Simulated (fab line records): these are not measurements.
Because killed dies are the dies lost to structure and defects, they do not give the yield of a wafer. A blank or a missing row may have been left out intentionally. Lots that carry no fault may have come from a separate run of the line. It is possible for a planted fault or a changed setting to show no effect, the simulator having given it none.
A lot that was struck, set against a sound lot | flow sky130 | 17 out of 708 route steps
Sound: these wafers, L794.1, L794.5, L794.6. Struck: wafers L804.3, L804.4, L804.5. At the end, the cause is stated.
Order at every step that has rows: each side's tool, ch and its chambers, its first start. Under that, the readings that differ: sound wafers | struck wafers | difference of the means | sigmas: that difference in standard deviations of wafers without a fault.
alike: readings with means less than 2 such deviations apart, plus words and numbers identical on both sides. not compared: withheld readings, readings lacking a value on some wafer, bounds such as >300 that could conceal the same value, and numbers that have no deviation in the record and whose values overlap.
Wherever a step has rows on one side only, a row that says differs or no value, or a row with sigmas, the two part there. Numbers that don't overlap but have no deviation are shown without sigmas and don't part them. A reading missing from all wafers of one side parts the sides only when that side holds two or more wafers.

first, 3 steps without rows for these wafers: SKY_SONOS_ONO_WET_ETCH_18 (etches Si3N4 in H3PO4, target depth 15 nm, time 172 s); SKY_GATE_OXIDE_CLEAN_00 (cleans in SC1/SC2, time 150 s); SKY_GATE_OXIDE_OXIDATION_01 (stabilise 600 s, purge 300 s, target thk 10.268 nm).
SKY_GATE_OXIDE_THK_MEAS_02:
  sound on film-metro-04, day 13 09:37; struck on film-metro-03, day 16 06:53
  alike: GATE_OXIDE_OXIDATION_00_THK
then, 7 steps without rows for these wafers: SKY_GATE_OXIDE_DEHYDRATE_03 (time 60 s); SKY_GATE_OXIDE_HMDS_04 (prime time 60 s); SKY_GATE_OXIDE_COAT_05 (resist thk 1140 nm); SKY_GATE_OXIDE_SOFTBAKE_06 (time 60 s); SKY_GATE_OXIDE_EXPOSE_07 (exposes mask LVOM, target cd 600 nm); SKY_GATE_OXIDE_PEB_08; SKY_GATE_OXIDE_DEVELOP_09 (develop time 60 s).
SKY_GATE_OXIDE_OVL_MEAS_10:
  sound on overlay-02, day 14 09:37; struck on overlay-01, day 17 11:01
  alike: GATE_OXIDE_OVL
SKY_GATE_OXIDE_IMPLANT_11:
  sound on implanter-01 ch 0, day 14 09:39; struck on implanter-02 ch 0, day 17 11:06
  reading                   | sound                | struck            | difference | sigmas
  beam-energy-keV           | 10.006 10.002 10.005 | 8.921 8.918 8.920 | -1.085     | -99 or more
  model.implant.rp-nm (nm)  | 31.99 31.99 31.99    | 29.96 29.96 29.96 | -2.03      |
  model.implant.drp-nm (nm) | 17.11 17.11 17.11    | 15.8 15.8 15.8    | -1.3       |
then, 1 step without rows for these wafers: SKY_GATE_OXIDE_WET_ETCH_12 (etches SiO2 in dHF, target depth 16.8 nm, time 336 s).
SKY_GATE_OXIDE_STRIP_13: strips in O2/N2.
  sound on plasma-asher-04 ch 0,1, day 14 09:54; struck on plasma-asher-02 ch 0,1, day 17 11:20
  reading                      | sound             | struck            | difference | sigmas
  strip-time-to-endpoint-s (s) | 14.22 14.21 14.22 | 14.14 14.12 14.12 | -0.09      | -2
  alike: drypump-motor-current-A, oes-product-au
  not compared: rf-hours-counter-h
SKY_GATE_OXIDE_TW_MEAS_14:
  sound on film-metro-01, day 14 10:00; struck on film-metro-01, day 17 11:39
  reading       | sound             | struck            | difference | sigmas
  GATE_OXIDE_TW | 224.4 225.0 225.0 | 219.0 218.7 218.4 | -6.1       | -5
  not compared: hold
-- the record jumps here: 31 days lie between the struck wafers' starts before and after (it left off in module GATE_OXIDE and takes up again in module PAD_OPEN, whose first step shown is number 708 of the route) --
SKY_PAD_OPEN_PROBE_99:
  sound on prober-01, day 46 05:53; struck on prober-01, day 48 09:36
  reading                                   | sound                   | struck                  | difference | sigmas
  killed-at-front-end                       | 10 8 12                 | 15 23 21                | +10        | +2
  model.etest.pfet_01v8_lvt.off-log10-a-um  | -9.047 -8.838 -8.893    | -9.35 -9.199 -9.282     | -0.35      |
  model.etest.pfet_01v8_lvt.vt-sat-v (V)    | -0.4405 -0.4335 -0.4382 | -0.4671 -0.4568 -0.4623 | -0.0247    |
  model.etest.pfet_01v8_lvt.vt-v (V)        | -0.5269 -0.5229 -0.5291 | -0.5554 -0.5462 -0.551  | -0.0246    |
  model.etest.pfet_01v8_lvt.vt-long-v (V)   | -0.6416 -0.6455 -0.6483 | -0.672 -0.6668 -0.6667  | -0.023     |
  model.etest.pfet_01v8_lvt.body-rise-v (V) | -0.2057 -0.2044 -0.2053 | -0.1957 -0.1971 -0.1986 | +0.0080    |
  alike: killed_at_M0_to_M3, killed_at_M4_up, killed-at-contacts, killed-at-other, killed-dies, killed-open, killed-short

## WHERE THEY PART
First at SKY_GATE_OXIDE_IMPLANT_11; last, within this record, at SKY_PAD_OPEN_PROBE_99.

WHY: what had been put in by the simulator
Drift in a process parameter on implanter-02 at SKY_GATE_OXIDE_IMPLANT_11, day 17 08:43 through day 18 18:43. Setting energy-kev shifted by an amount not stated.
